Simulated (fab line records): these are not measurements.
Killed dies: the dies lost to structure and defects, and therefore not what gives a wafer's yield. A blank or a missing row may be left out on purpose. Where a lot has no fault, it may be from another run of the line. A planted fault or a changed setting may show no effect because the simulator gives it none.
A struck lot beside a sound one / flow sky130 / 32 out of 708 route steps
Sound: these wafers, L498.2, L498.3, L498.5. Wafers struck: L511.1, L511.4, L511.6. The cause comes at the end.
Per side, at each step with rows, come the tool, then ch with its chambers, and then its first start. Under that, the readings that differ: sound wafers / struck wafers / difference of the means / sigmas: that difference in standard deviations of wafers without a fault.
alike: a reading whose means differ by less than 2 such deviations, as well as words and numbers matching on both sides. not compared: withheld readings; readings where some wafer has no value; bounds like >300 that might hide an equal value; numbers whose values overlap and for which the record gives no deviation.
The two part at a step that has a row with sigmas, a row that says differs or no value, or rows on one side only. Numbers that don't overlap but have no deviation are shown without sigmas and don't part them. A reading missing from all wafers of one side parts the sides only when that side holds two or more wafers.

first, 10 steps without rows for these wafers: SKY_LI_CONTACT_SOFTBAKE_08 (time 90 s); SKY_LI_CONTACT_EXPOSE_09 (exposes mask LICM1, target cd 170 nm); SKY_LI_CONTACT_PEB_10; SKY_LI_CONTACT_DEVELOP_11 (develop time 60 s); SKY_LI_CONTACT_ETCH_14 (etches BARC in N2/H2, stops on SiO2, time 45.9 s, target depth 60 nm); SKY_LI_CONTACT_ETCH_15 (etches PSG in C4F8/O2/Ar, stops on Si, target depth 600 nm); SKY_LI_CONTACT_STRIP_16 (strips in O2/N2); SKY_LI_CONTACT_CLEAN_17 (cleans in NMP, time 600 s); SKY_LI_CONTACT_PRE_CLEAN_18 (time 5.6 s); SKY_LI_CONTACT_SPUTTER_19 (material Ti, target thk 20 nm, time 106.37 s).
SKY_LI_CONTACT_SPUTTER_20: material TiN, target thk 20 nm, time 80 s.
  sound: pvd-sputter-02 at day 31 07:52; struck: pvd-sputter-01 at day 35 07:14
  alike: throttle-valve-pct
then, 20 steps without rows for these wafers: SKY_LI_CONTACT_CVD_21 (deposits W, target thk 400 nm, time 120.56 s); SKY_LI_CONTACT_CMP_24 (polishes, stops on PSG, t overpolish 20 s, target thk 0 nm); SKY_LOCAL_INTERCONNECT_SPUTTER_00 (material TiN, target thk 100 nm, time 83.3 s); SKY_LOCAL_INTERCONNECT_DEHYDRATE_03 (time 60 s); SKY_LOCAL_INTERCONNECT_HMDS_04 (prime time 60 s); SKY_LOCAL_INTERCONNECT_COAT_05 (resist thk 60 nm); SKY_LOCAL_INTERCONNECT_COAT_06 (resist thk 450 nm); SKY_LOCAL_INTERCONNECT_SOFTBAKE_07 (time 90 s); SKY_LOCAL_INTERCONNECT_EXPOSE_08 (exposes mask LI1M, target cd 170 nm); SKY_LOCAL_INTERCONNECT_PEB_09; SKY_LOCAL_INTERCONNECT_DEVELOP_10 (develop time 60 s); SKY_LOCAL_INTERCONNECT_ETCH_13 (etches BARC in N2/H2, stops on SiO2, time 45.9 s, target depth 60 nm); SKY_LOCAL_INTERCONNECT_METAL_ETCH_14 (etches TiN in Cl2/BCl3, stops on PSG, target depth 110 nm, time 31.4 s); SKY_LOCAL_INTERCONNECT_STRIP_15 (strips in O2/N2); SKY_LOCAL_INTERCONNECT_STRIP_16 (strips in post etch residue remover, time 1200 s); SKY_LOCAL_INTERCONNECT_CLEAN_17 (cleans in IPA, time 180 s); SKY_LOCAL_INTERCONNECT_CLEAN_18 (cleans in O3/DIW); SKY_CONTACT_CVD_00 (deposits Si3N4, target thk 75 nm); SKY_CONTACT_HDPCVD_02 (deposits SiO2, target thk 565 nm, time 94.2 s); SKY_CONTACT_CMP_04 (polishes SiO2).
-- the record jumps here: 15 days lie between the struck wafers' starts before and after (it left off in module CONTACT and takes up again in module PAD_OPEN, whose first step shown is number 708 of the route) --
SKY_PAD_OPEN_PROBE_99:
  sound: prober-02 at day 47 05:30; struck: prober-01 at day 50 04:06
reading=killed-at-contacts; sound=29 24 30; struck=54 67 66; difference=+35; sigmas=+7
reading=killed-dies; sound=88 84 81; struck=112 121 127; difference=+36; sigmas=+4
  alike: killed_at_M0_to_M3, killed_at_M4_up, killed-at-front-end, killed-at-other, killed-on-rim, killed-open, killed-short

## WHERE THEY PART
Only at SKY_PAD_OPEN_PROBE_99, as far as this record shows.

WHY: what the simulator had put in
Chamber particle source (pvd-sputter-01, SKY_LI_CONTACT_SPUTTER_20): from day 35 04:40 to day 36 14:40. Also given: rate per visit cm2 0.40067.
